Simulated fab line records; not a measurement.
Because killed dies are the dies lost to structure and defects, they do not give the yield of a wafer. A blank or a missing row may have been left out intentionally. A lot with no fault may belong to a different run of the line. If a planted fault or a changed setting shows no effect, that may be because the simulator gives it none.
Which tool was responsible? | flow gf180mcu | 36 wafers from 12 lots sampled at 5 of the route's 602 steps

WHAT THE GAUGES READ, wafer by wafer
GF_DUAL_GATE_OVL_MEAS_11. Usual: DUAL_GATE_OVL 0.7 nm, standard deviation 1.3.
lot  | measured     | on         | DUAL_GATE_OVL (nm) | flag
L238 | day 8 12:26  | overlay-01 | 0.9 0.5 -0.8       |
L239 | day 8 18:26  | overlay-02 | 3.6 0.7 1.2        |
L240 | day 8 19:38  | overlay-02 | 1.9 0.3 1.4        |
L241 | day 9 03:45  | overlay-02 | -0.3 -0.4 -1.1     |
L242 | day 9 08:53  | overlay-02 | 1.6 2.0 0.4        |
L245 | day 10 13:53 | overlay-02 | 2.8 -1.5 -0.3      |
L252 | day 12 07:39 | overlay-02 | -0.2 1.1 0.4       |
L254 | day 12 17:11 | overlay-02 | -0.6 0.2 0.3       |
L255 | day 13 01:55 | overlay-02 | -1.0 0.3 -0.2      |
L256 | day 13 08:10 | overlay-01 | -0.1 -0.1 0.3      |
L257 | day 13 14:11 | overlay-02 | 3.8 2.3 2.7        |
L260 | day 14 09:58 | overlay-02 | 0.0 -0.7 -0.9      |

GF_HV_LDD_CD_MEAS_31 targets a cd of 400 nm. Usual: cd-nm 399.0 nm, standard deviation 2.5.
lot  | measured     | on        | cd-nm (nm)        | flag
L238 | day 11 14:44 | cd-sem-02 | 402.8 401.4 401.7 |
L239 | day 11 20:36 | cd-sem-02 | 395.9 398.8 399.4 |
L240 | day 11 22:14 | cd-sem-02 | 400.2 397.2 398.5 |
L241 | day 12 12:15 | cd-sem-01 | 396.7 395.9 395.0 |
L242 | day 12 18:23 | cd-sem-02 | - - -             | OFF
L245 | day 13 23:29 | cd-sem-02 | 396.9 395.9 394.6 |
L252 | day 15 21:45 | cd-sem-02 | 395.5 396.8 398.2 |
L254 | day 16 10:56 | cd-sem-01 | 398.9 398.8 400.2 |
L255 | day 16 18:56 | cd-sem-01 | 399.1 397.3 399.6 |
L256 | day 17 01:05 | cd-sem-02 | 397.4 395.4 396.6 |
L257 | day 17 08:20 | cd-sem-01 | 397.8 398.0 397.1 |
L260 | day 18 08:20 | cd-sem-02 | 403.3 402.7 404.5 |

GF_HV_LDD_TW_MEAS_38. Usual: HV_LDD_3_TW 1426, standard deviation 13.
lot  | measured     | on            | HV_LDD_3_TW       | flag
L238 | day 11 15:36 | film-metro-01 | 1426 1427 1417    |
L239 | day 11 21:27 | film-metro-01 | 1421 1426 1422    |
L240 | day 11 23:04 | film-metro-02 | 1441 1440 1447    |
L241 | day 12 13:06 | film-metro-01 | 1429 1430 1426    |
L242 | day 12 19:14 | film-metro-04 | 30 30 30 30 30 30 | OFF
L245 | day 14 00:20 | film-metro-02 | 1439 1436 1437    |
L252 | day 15 22:35 | film-metro-01 | 1425 1433 1432    |
L254 | day 16 11:47 | film-metro-04 | 1402 1412 1408    |
L255 | day 16 19:46 | film-metro-04 | 1410 1405 1414    |
L256 | day 17 01:56 | film-metro-02 | 1444 1444 1442    |
L257 | day 17 09:10 | film-metro-01 | 1432 1433 1433    |
L260 | day 18 09:11 | film-metro-02 | 1443 1445 1446    |

GF_SALICIDE_RS_MEAS_04: the measuring method here is four-point-probe. Usual: SALICIDE_TIN_RS 16.4 ohm/sq, standard deviation 0.4.
lot  | measured     | on            | SALICIDE_TIN_RS (ohm/sq) | flag
L238 | day 15 02:15 | film-metro-03 | 16.4 16.7 16.5           |
L239 | day 15 11:02 | film-metro-03 | 17.1 16.9 17.1           |
L240 | day 15 13:20 | film-metro-04 | 15.6 15.8 16.5           |
L241 | day 16 02:39 | film-metro-04 | 16.4 16.6 16.7           |
L245 | day 17 17:41 | film-metro-04 | 16.3 16.4 16.3           |
L252 | day 20 06:07 | film-metro-04 | 16.8 16.9 16.9           |
L254 | day 20 16:09 | film-metro-03 | 16.7 16.6 16.3           |
L255 | day 21 02:27 | film-metro-03 | 16.6 16.6 16.9           |
L256 | day 21 09:15 | film-metro-01 | 15.6 16.1 15.6           |
L257 | day 21 17:02 | film-metro-03 | 16.9 16.5 16.2           |
L260 | day 22 15:44 | film-metro-03 | 16.2 16.5 15.9           |

WHICH TOOL RAN EACH LOT (tool, then ch and the chambers of the sampled wafers, then the start)
lot  | GF_HV_LDD_EXPOSE_28
L238 | iline-stepper-01 ch 0, day 11 05:48
L239 | iline-stepper-01 ch 0, day 11 12:09
L240 | iline-stepper-01 ch 0, day 11 13:25
L241 | iline-stepper-01 ch 0, day 12 03:15
L242 | iline-stepper-01 ch 0, day 12 08:59
L245 | iline-stepper-01 ch 0, day 13 13:41
L252 | iline-stepper-01 ch 0, day 15 11:20
L254 | iline-stepper-02 ch 0, day 16 00:29
L255 | iline-stepper-01 ch 0, day 16 08:43
L256 | iline-stepper-02 ch 0, day 16 14:49
L257 | iline-stepper-01 ch 0, day 16 21:32
L260 | iline-stepper-01 ch 0, day 17 20:53
- GF_HV_LDD_EXPOSE_28: exposes mask Nplus HV AREA, target cd 400 nm.

AS READ BY THE TOOLS THEMSELVES (means over the sampled wafers that have a number; for cases with no such wafer, the mark the record gives instead)
The record holds no such reading with a usual standard deviation.

THE ANSWER, worked out from the rows above alone
Rule: a lot counts as off when the mean over its wafers that have a number is more than 3 standard deviations away from the usual mean. Also off: a lot with no number at a reading for which 4 or more lots have one. Any other lot the step has rows for is counted as sound. After the gauges, taken in route order, come the tools' own readings; for these a lot's mean is taken, as printed above. At the first step where some lot is off, the reading lying furthest off is the one used; lots without a number count as furthest.
Off: L242 (GF_HV_LDD_CD_MEAS_31, cd-nm). Without a number there: L242.
A tool fits if, at a process step before that reading, it ran every lot that is off, and no sound lot after the first of them. Not tried: the gauges at GF_HV_LDD_CD_MEAS_31; whatever is off there is also off at GF_HV_LDD_TW_MEAS_38, on other tools, and gauge error can't account for it. No candidate that was tried fits.

WHAT THE SIMULATOR HAD PUT IN
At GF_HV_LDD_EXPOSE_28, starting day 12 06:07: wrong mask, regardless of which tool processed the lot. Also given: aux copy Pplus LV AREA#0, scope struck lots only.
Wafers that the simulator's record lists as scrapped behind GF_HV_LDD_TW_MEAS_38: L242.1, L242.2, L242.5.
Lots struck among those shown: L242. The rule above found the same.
